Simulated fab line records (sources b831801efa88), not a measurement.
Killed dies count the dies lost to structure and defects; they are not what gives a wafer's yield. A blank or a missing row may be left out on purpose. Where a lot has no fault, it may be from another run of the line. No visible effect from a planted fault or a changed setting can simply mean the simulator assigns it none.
Matching of chambers	flow gf180mcu	cmp-01 running GF_STI_CMP_25: 4 sister chambers
The step polishes, stops on Si3N4, t overpolish 33 s, target thk 524.6 nm. 4 wafers are shown with their chamber, then 12 later ones without.

## EACH WAFER AND ITS CHAMBER
wafer	chamber	motor current A (A)
L083.6	0	12.2
L089.1	2	11.4
L089.3	3	12.7
L089.4	1	10.3

## WAFERS WITHOUT THEIR CHAMBER
wafer	motor current A (A)
L093.1	12.4
L093.5	11.0
L093.6	10.4
L095.1	10.9
L095.4	12.6
L095.6	12.1
L096.3	11.1
L096.4	12.1
L096.6	9.6
L097.2	10.7
L097.5	10.1
L097.6	11.0

## THE CHAMBER EACH PASSED THROUGH
wafer	from the rows above	in truth
L093.1	can't be placed: 0 or 3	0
L093.5	can't be placed: 2 or 1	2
L093.6	1	1
L095.1	can't be placed: 2 or 1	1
L095.4	can't be placed: 3 or 0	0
L095.6	can't be placed: 0 or 3 or 2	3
L096.3	can't be placed: 2 or 1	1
L096.4	can't be placed: 0 or 3 or 2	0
L096.6	1	1
L097.2	can't be placed: 1 or 2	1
L097.5	1	1
L097.6	can't be placed: 2 or 1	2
Correct placement for 3 of the 12. These rows do not allow placing 9 (true chamber among the candidates in 9). Placed wrongly: 0.
How it was worked out, from the rows above alone: a wafer's distance from a chamber is the root of the sum, over the readings, of the square of ((its reading less the chamber's mean) divided by the reading's scatter). If the next closest chamber is less than 2 further off than the closest, the wafer can't be placed; otherwise it belongs to the closest. Each chamber's mean is taken over the wafers shown for it. The scatter (one wafer shown for each chamber): square how far every hidden wafer sits from the nearest shown wafer, average those squares and take the square root.
